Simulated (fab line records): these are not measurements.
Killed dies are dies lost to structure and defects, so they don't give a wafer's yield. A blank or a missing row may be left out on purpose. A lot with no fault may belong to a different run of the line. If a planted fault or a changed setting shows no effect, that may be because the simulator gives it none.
A struck lot beside a sound one | flow sky130 | 15 out of 708 route steps
Sound: wafers L967.3, L967.4, L967.6. The struck wafers were L973.1, L973.2, L973.6. At the end, the cause is stated.
Order at every step that has rows: each side's tool, ch and its chambers, its first start. Under that, the readings that differ: sound wafers | struck wafers | difference of the means | sigmas: that difference in standard deviations of wafers without a fault.
alike: a reading whose means differ by less than 2 such deviations, as well as words and numbers matching on both sides. not compared: withheld readings; readings where some wafer has no value; bounds like >300 that might hide an equal value; numbers whose values overlap and for which the record gives no deviation.
Wherever a step has rows on one side only, a row that says differs or no value, or a row with sigmas, the two part there. Numbers that have no deviation but don't overlap get no sigmas and don't part them. Lack of a reading on every wafer of one side parts them only where that side has two or more wafers.

SKY_VT_ADJUST_LVTN_OVL_MEAS_07:
  sound on overlay-01, day 6 22:42; struck on overlay-02, day 8 12:50
  alike: VT_ADJUST_LVTN_OVL
following that, these wafers have no rows for 1 step: SKY_VT_ADJUST_LVTN_IMPLANT_08.
SKY_VT_ADJUST_LVTN_STRIP_09: strips in O2/N2.
  sound on plasma asher-02 ch 0,1, day 6 22:54; struck on plasma asher-01 ch 0,1, day 8 13:01
  alike: drypump motor current A, oes product au, strip time to endpoint s
  not compared: rf hours counter h
SKY_VT_ADJUST_LVTN_TW_MEAS_10:
  sound on film metro-01, day 6 22:59; struck on film metro-04, day 8 13:07
  alike: VT_ADJUST_LVTN_TW
then, 7 steps without rows for these wafers: SKY_VT_ADJUST_LVTN_DEHYDRATE_11 (time 60 s); SKY_VT_ADJUST_LVTN_HMDS_12 (prime time 60 s); SKY_VT_ADJUST_LVTN_COAT_13 (resist thk 1140 nm); SKY_VT_ADJUST_LVTN_SOFTBAKE_14 (time 60 s); SKY_VT_ADJUST_LVTN_EXPOSE_15 (exposes mask HVN STD DERIVED, target cd 600 nm); SKY_VT_ADJUST_LVTN_PEB_16; SKY_VT_ADJUST_LVTN_DEVELOP_17 (develop time 60 s).
SKY_VT_ADJUST_LVTN_OVL_MEAS_18:
  sound on overlay-02, day 7 16:41; struck on overlay-02, day 9 09:17
  alike: VT_ADJUST_LVTN_01_OVL
SKY_VT_ADJUST_LVTN_IMPLANT_19:
  sound on implanter-03 ch 0, day 7 16:46; struck on implanter-04, day 9 09:19
  no value came back on the struck wafers for beam energy keV, beam on s (s); on the sound wafers beam energy keV reads 29.993 30.003 30.017
SKY_VT_ADJUST_LVTN_STRIP_20: strips in O2/N2.
  sound on plasma asher-02 ch 0,1, day 7 16:53; struck on plasma asher-02 ch 0,1, day 9 09:28
  alike: drypump motor current A, oes product au, strip time to endpoint s
  not compared: rf hours counter h
SKY_VT_ADJUST_LVTN_TW_MEAS_21:
  sound on film metro-01, day 7 16:59; struck on film metro-04, day 9 09:34
  reading             | sound             | struck         | difference | sigmas
  VT_ADJUST_LVTN_2_TW | 188.9 189.1 188.0 | 29.9 29.7 29.6 | -158.9     | -69

## WHERE THEY PART
Earliest at SKY_VT_ADJUST_LVTN_IMPLANT_19; latest, in this record, at SKY_VT_ADJUST_LVTN_TW_MEAS_21.

WHY: what had been put in by the simulator
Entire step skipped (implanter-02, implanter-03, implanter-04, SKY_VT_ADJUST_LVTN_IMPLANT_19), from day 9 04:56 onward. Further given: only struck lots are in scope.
